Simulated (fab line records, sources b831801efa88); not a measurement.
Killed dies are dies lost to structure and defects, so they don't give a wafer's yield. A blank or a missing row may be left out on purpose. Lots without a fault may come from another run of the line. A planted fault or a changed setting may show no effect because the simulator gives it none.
Chamber matching | flow sky130 | SKY_LI_CONTACT_CMP_24 on cmp-02: 4 sister chambers
The step polishes, stops on PSG, t overpolish 20 s, target thk 0 nm. 4 wafers are shown with their chamber, then 11 later ones without.

WAFERS WITH THEIR CHAMBER
wafer  | chamber | motor_current_A (A)
L086.2 | 3       | 9.3
L086.4 | 0       | 10.4
L086.6 | 1       | 10.8
L087.3 | 2       | 10.9

WAFERS WITHOUT THEIR CHAMBER
wafer  | motor_current_A (A)
L087.4 | 9.7
L087.6 | 10.2
L089.2 | 11.3
L089.4 | 10.5
L089.5 | 11.4
L088.2 | 9.4
L088.5 | 11.2
L088.6 | 12.0
L096.2 | 10.6
L096.3 | 10.9
L096.5 | 12.0

WHICH CHAMBER EACH WENT THROUGH
wafer  | from the rows above               | in truth
L087.4 | can't be placed: 3 or 0 or 1 or 2 | 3
L087.6 | can't be placed: 0 or 1 or 2 or 3 | 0
L089.2 | can't be placed: 2 or 1 or 0      | 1
L089.4 | can't be placed: 0 or 1 or 2      | 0
L089.5 | can't be placed: 2 or 1 or 0      | 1
L088.2 | can't be placed: 3 or 0           | 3
L088.5 | can't be placed: 2 or 1 or 0      | 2
L088.6 | can't be placed: 2 or 1 or 0      | 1
L096.2 | can't be placed: 0 or 1 or 2      | 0
L096.3 | can't be placed: 2 or 1 or 0      | 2
L096.5 | can't be placed: 2 or 1 or 0      | 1
Placed correctly: 0 of 11. Can't be placed from these rows: 11 (the true chamber is among the candidates in 11). Placed wrongly: 0.
How it was worked out, from the rows above alone: a wafer's distance from a chamber is the root of the sum, over the readings, of the square of ((its reading less the chamber's mean) divided by the reading's scatter). The wafer belongs to the nearest chamber; if the next one is less than 2 further off, it can't be placed. A chamber's mean is the mean of its shown wafers. The scatter: with one shown wafer a chamber, the root of the mean of the squares of how far each hidden wafer lies from its nearest shown one.
